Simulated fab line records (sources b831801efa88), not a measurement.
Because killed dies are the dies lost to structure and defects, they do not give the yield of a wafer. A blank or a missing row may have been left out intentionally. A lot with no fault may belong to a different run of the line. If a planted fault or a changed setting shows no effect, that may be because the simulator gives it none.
The tool behind it: which one? / flow gf180mcu / 30 wafers from 10 lots sampled at 6 of the route's 602 steps

WHAT THE GAUGES SHOWED, per wafer
GF_V4_THK_MEAS_25: measures by xrf.
lot=L393; measured=day 25 01:34; on=film_metro-01; V4_W_THK (nm)=349 348 351
lot=L394; measured=day 25 06:08; on=film_metro-03; V4_W_THK (nm)=365 365 365
lot=L402; measured=day 28 04:42; on=film_metro-01; V4_W_THK (nm)=356 357 357
lot=L403; measured=day 28 08:56; on=film_metro-04; V4_W_THK (nm)=363 365 364
lot=L405; measured=day 28 16:56; on=film_metro-03; V4_W_THK (nm)=355 359 358
lot=L406; measured=day 29 06:37; on=film_metro-03; V4_W_THK (nm)=356 351 358
lot=L410; measured=day 30 17:59; on=film_metro-01; V4_W_THK (nm)=351 351 354
lot=L411; measured=day 30 18:52; on=film_metro-04; V4_W_THK (nm)=361 361 360
lot=L414; measured=day 31 07:28; on=film_metro-04; V4_W_THK (nm)=363 362 363
lot=L415; measured=day 31 14:13; on=film_metro-01; V4_W_THK (nm)=365 360 359

GF_MIM_RS_MEAS_10: a four-point-probe measurement.
lot=L393; measured=day 25 02:21; on=film_metro-04; MIM_ALCU_RS (ohm/sq)=0.1571 0.1556 0.1590
lot=L394; measured=day 25 07:00; on=film_metro-02; MIM_ALCU_RS (ohm/sq)=0.1587 0.1620 0.1604
lot=L402; measured=day 28 05:31; on=film_metro-02; MIM_ALCU_RS (ohm/sq)=0.1531 0.1541 0.1547
lot=L403; measured=day 28 09:44; on=film_metro-01; MIM_ALCU_RS (ohm/sq)=0.1522 0.1510 0.1504
lot=L405; measured=day 28 17:43; on=film_metro-01; MIM_ALCU_RS (ohm/sq)=0.1570 0.1592 0.1579
lot=L406; measured=day 29 07:25; on=film_metro-01; MIM_ALCU_RS (ohm/sq)=0.1626 0.1603 0.1618
lot=L410; measured=day 30 18:46; on=film_metro-02; MIM_ALCU_RS (ohm/sq)=0.1606 0.1599 0.1595
lot=L411; measured=day 30 19:40; on=film_metro-04; MIM_ALCU_RS (ohm/sq)=0.1619 0.1613 0.1611
lot=L414; measured=day 31 08:16; on=film_metro-02; MIM_ALCU_RS (ohm/sq)=0.1590 0.1595 0.1580
lot=L415; measured=day 31 14:59; on=film_metro-01; MIM_ALCU_RS (ohm/sq)=0.1624 0.1618 0.1603

GF_MIM_THK_MEAS_11: measures by xrf.
lot=L393; measured=day 25 02:28; on=film_metro-04; MIM_ALCU_THK (nm)=204.3 204.4 201.9
lot=L394; measured=day 25 07:05; on=film_metro-02; MIM_ALCU_THK (nm)=202.9 199.5 201.4
lot=L402; measured=day 28 05:36; on=film_metro-02; MIM_ALCU_THK (nm)=211.1 209.8 208.9
lot=L403; measured=day 28 09:50; on=film_metro-01; MIM_ALCU_THK (nm)=212.0 212.4 215.8
lot=L405; measured=day 28 17:50; on=film_metro-01; MIM_ALCU_THK (nm)=205.4 203.3 204.7
lot=L406; measured=day 29 07:31; on=film_metro-01; MIM_ALCU_THK (nm)=198.0 201.9 200.1
lot=L410; measured=day 30 18:53; on=film_metro-02; MIM_ALCU_THK (nm)=201.9 201.9 202.9
lot=L411; measured=day 30 19:45; on=film_metro-04; MIM_ALCU_THK (nm)=199.3 199.3 199.9
lot=L414; measured=day 31 08:22; on=film_metro-02; MIM_ALCU_THK (nm)=204.2 202.9 204.4
lot=L415; measured=day 31 15:06; on=film_metro-01; MIM_ALCU_THK (nm)=198.0 200.6 202.5

TOOL THAT RAN EACH LOT (tool first, then ch and the chambers of the sampled wafers, then the start)
lot=L393; GF_V4_CMP_26=cmp-02 ch 0,2,3, day 25 01:37; GF_MIM_SPUTTER_07=pvd_sputter-04, day 25 02:14; GF_MIM_SPUTTER_08=pvd_sputter-04, day 25 02:17
lot=L394; GF_V4_CMP_26=cmp-02 ch 0,3, day 25 06:10; GF_MIM_SPUTTER_07=pvd_sputter-04, day 25 06:50; GF_MIM_SPUTTER_08=pvd_sputter-04, day 25 06:53
lot=L402; GF_V4_CMP_26=cmp-01 ch 0,2,3, day 28 04:53; GF_MIM_SPUTTER_07=pvd_sputter-04, day 28 05:22; GF_MIM_SPUTTER_08=pvd_sputter-04, day 28 05:25
lot=L403; GF_V4_CMP_26=cmp-02 ch 2,3, day 28 08:59; GF_MIM_SPUTTER_07=pvd_sputter-04, day 28 09:35; GF_MIM_SPUTTER_08=pvd_sputter-04, day 28 09:38
lot=L405; GF_V4_CMP_26=cmp-01 ch 0,1,2, day 28 17:02; GF_MIM_SPUTTER_07=pvd_sputter-03, day 28 17:36; GF_MIM_SPUTTER_08=pvd_sputter-03, day 28 17:38
lot=L406; GF_V4_CMP_26=cmp-02 ch 0,2,3, day 29 06:44; GF_MIM_SPUTTER_07=pvd_sputter-03, day 29 07:15; GF_MIM_SPUTTER_08=pvd_sputter-03, day 29 07:18
lot=L410; GF_V4_CMP_26=cmp-02 ch 0,3, day 30 18:03; GF_MIM_SPUTTER_07=pvd_sputter-01, day 30 18:40; GF_MIM_SPUTTER_08=pvd_sputter-01, day 30 18:43
lot=L411; GF_V4_CMP_26=cmp-01 ch 0,1, day 30 18:56; GF_MIM_SPUTTER_07=pvd_sputter-01, day 30 19:31; GF_MIM_SPUTTER_08=pvd_sputter-01, day 30 19:34
lot=L414; GF_V4_CMP_26=cmp-02 ch 0,1,2, day 31 07:35; GF_MIM_SPUTTER_07=pvd_sputter-03, day 31 08:07; GF_MIM_SPUTTER_08=pvd_sputter-03, day 31 08:09
lot=L415; GF_V4_CMP_26=cmp-01 ch 0,2,3, day 31 14:19; GF_MIM_SPUTTER_07=pvd_sputter-01, day 31 14:52; GF_MIM_SPUTTER_08=pvd_sputter-01, day 31 14:55
- GF_V4_CMP_26: polishes, stops on SiO2, t overpolish 15 s, target thk 0 nm.
- GF_MIM_SPUTTER_07: material TiN, target thk 60 nm, time 50 s.
- GF_MIM_SPUTTER_08: material AlCu, target thk 200 nm, time 10.6 s.

AS READ BY THE TOOLS THEMSELVES (means over the sampled wafers that have a number; for cases with no such wafer, the mark the record gives instead)
GF_V4_CMP_26.
lot=L393; tool=cmp-02; motor_current_A (A)=9.8; overpolish_run_s (s)=15.000; slurry_filter_dp_kPa (kPa)=13.50; slurry_flow_ml_min=149.5; time_to_endpoint_s (s)=86
lot=L394; tool=cmp-02; motor_current_A (A)=10.3; overpolish_run_s (s)=14.995; slurry_filter_dp_kPa (kPa)=13.39; slurry_flow_ml_min=150.1; time_to_endpoint_s (s)=92
lot=L402; tool=cmp-01; motor_current_A (A)=10.6; overpolish_run_s (s)=14.998; slurry_filter_dp_kPa (kPa)=13.51; slurry_flow_ml_min=150.1; time_to_endpoint_s (s)=81
lot=L403; tool=cmp-02; motor_current_A (A)=9.7; overpolish_run_s (s)=14.997; slurry_filter_dp_kPa (kPa)=13.32; slurry_flow_ml_min=150.2; time_to_endpoint_s (s)=84
lot=L405; tool=cmp-01; motor_current_A (A)=10.7; overpolish_run_s (s)=15.007; slurry_filter_dp_kPa (kPa)=13.62; slurry_flow_ml_min=150.2; time_to_endpoint_s (s)=82
lot=L406; tool=cmp-02; motor_current_A (A)=10.0; overpolish_run_s (s)=14.996; slurry_filter_dp_kPa (kPa)=13.43; slurry_flow_ml_min=149.8; time_to_endpoint_s (s)=83
lot=L410; tool=cmp-02; motor_current_A (A)=10.0; overpolish_run_s (s)=14.986; slurry_filter_dp_kPa (kPa)=13.53; slurry_flow_ml_min=149.7; time_to_endpoint_s (s)=86
lot=L411; tool=cmp-01; motor_current_A (A)=11.1; overpolish_run_s (s)=15.000; slurry_filter_dp_kPa (kPa)=13.49; slurry_flow_ml_min=150.0; time_to_endpoint_s (s)=86
lot=L414; tool=cmp-02; motor_current_A (A)=9.6; overpolish_run_s (s)=14.994; slurry_filter_dp_kPa (kPa)=13.45; slurry_flow_ml_min=150.2; time_to_endpoint_s (s)=87
lot=L415; tool=cmp-01; motor_current_A (A)=10.8; overpolish_run_s (s)=15.001; slurry_filter_dp_kPa (kPa)=13.49; slurry_flow_ml_min=149.8; time_to_endpoint_s (s)=84

GF_MIM_SPUTTER_07.
lot=L393; tool=pvd_sputter-04; throttle_valve_pct (%)=29.5
lot=L394; tool=pvd_sputter-04; throttle_valve_pct (%)=29.6
lot=L402; tool=pvd_sputter-04; throttle_valve_pct (%)=29.8
lot=L403; tool=pvd_sputter-04; throttle_valve_pct (%)=29.9
lot=L405; tool=pvd_sputter-03; throttle_valve_pct (%)=30.3
lot=L406; tool=pvd_sputter-03; throttle_valve_pct (%)=30.5
lot=L410; tool=pvd_sputter-01; throttle_valve_pct (%)=29.8
lot=L411; tool=pvd_sputter-01; throttle_valve_pct (%)=30.0
lot=L414; tool=pvd_sputter-03; throttle_valve_pct (%)=30.4
lot=L415; tool=pvd_sputter-01; throttle_valve_pct (%)=29.9

GF_MIM_SPUTTER_08.
lot=L393; tool=pvd_sputter-04; throttle_valve_pct (%)=29.6
lot=L394; tool=pvd_sputter-04; throttle_valve_pct (%)=29.7
lot=L402; tool=pvd_sputter-04; throttle_valve_pct (%)=30.1
lot=L403; tool=pvd_sputter-04; throttle_valve_pct (%)=30.1
lot=L405; tool=pvd_sputter-03; throttle_valve_pct (%)=30.5
lot=L406; tool=pvd_sputter-03; throttle_valve_pct (%)=30.6
lot=L410; tool=pvd_sputter-01; throttle_valve_pct (%)=29.9
lot=L411; tool=pvd_sputter-01; throttle_valve_pct (%)=30.0
lot=L414; tool=pvd_sputter-03; throttle_valve_pct (%)=30.5
lot=L415; tool=pvd_sputter-01; throttle_valve_pct (%)=29.8

THE ANSWER, worked out from the rows above alone
Rule: usual is defined by the lots themselves. Put in order of their means at a reading, lots are off if they are a third of the lots or fewer, leave a main group of 4 or more, and stand apart from it by a gap of 3 or more times the standard deviation of the main group's means; of several such gaps the widest counts. A main group whose means are all the same, to the digits that the tables above print for the reading, isn't used. Also off: a lot with no number at a reading for which 4 or more lots have one. Where the step has rows for the other lots, those lots are counted as sound. Order of review: gauges by route order, followed by the tools' own readings, for which a lot's mean as printed above is used. The first step at which some lot is off is used, and at that step the reading that is off furthest; a lot without a number counts as furthest.
Off: L402, L403, seen at GF_MIM_THK_MEAS_11 (MIM_ALCU_THK). The main group: mean 201.9 nm, standard deviation 1.8.
A tool fits if, at a process step before that reading, it ran every lot that is off, and no sound lot after the first of them. The gauges at GF_MIM_THK_MEAS_11 are tried like those tools. One candidate fits, namely pvd_sputter-04 at GF_MIM_SPUTTER_07 and GF_MIM_SPUTTER_08. At GF_MIM_SPUTTER_07 its last sound lot is L394 (day 25 06:50), its first lot that is off L402 (day 28 05:22): a fault that began between those two fits.

WHAT HAD BEEN PUT IN BY THE SIMULATOR
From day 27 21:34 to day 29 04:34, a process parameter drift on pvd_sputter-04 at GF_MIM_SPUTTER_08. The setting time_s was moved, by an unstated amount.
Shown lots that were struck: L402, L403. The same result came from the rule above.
